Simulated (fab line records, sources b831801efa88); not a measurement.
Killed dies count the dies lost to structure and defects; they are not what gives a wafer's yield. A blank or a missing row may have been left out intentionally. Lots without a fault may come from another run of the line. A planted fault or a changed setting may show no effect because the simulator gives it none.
Matching of chambers -- flow gf180mcu -- GF_V1_CMP_26 on cmp-01 has 4 sister chambers
The step polishes, stops on SiO2, t overpolish 15 s, target thk 0 nm. 4 wafers are shown with their chamber, then 7 later ones without.

## WAFERS, EACH WITH ITS CHAMBER
wafer,chamber,motor_current_A (A)
L858.6,0,10.9
L861.1,1,10.8
L862.1,2,11.2
L862.3,3,10.1

## WAFERS WHOSE CHAMBER IS MISSING
wafer,motor_current_A (A)
L862.6,11.1
L863.1,9.6
L863.4,10.3
L863.6,11.9
L870.1,10.6
L870.2,9.5
L870.6,10.6

## WHICH CHAMBER EACH ONE RAN IN
wafer,from the rows above,in truth
L862.6,can't be placed: 2 or 0 or 1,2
L863.1,can't be placed: 3 or 1 or 0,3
L863.4,can't be placed: 3 or 1 or 0 or 2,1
L863.6,can't be placed: 2 or 0 or 1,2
L870.1,can't be placed: 1 or 0 or 3 or 2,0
L870.2,can't be placed: 3 or 1 or 0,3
L870.6,can't be placed: 1 or 0 or 3 or 2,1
Correctly placed: 0 of 7. These rows do not allow placing 7 (true chamber among the candidates in 7). 0 placed wrongly.
How it was worked out, from the rows above alone: a wafer's distance from a chamber is the root of the sum, over the readings, of the square of ((its reading less the chamber's mean) divided by the reading's scatter). The wafer belongs to the nearest chamber; if the next one is less than 2 further off, it can't be placed. A chamber's mean is the mean of its shown wafers. The scatter: root of mean squared gap, hidden wafer to nearest shown wafer, with one shown wafer a chamber.
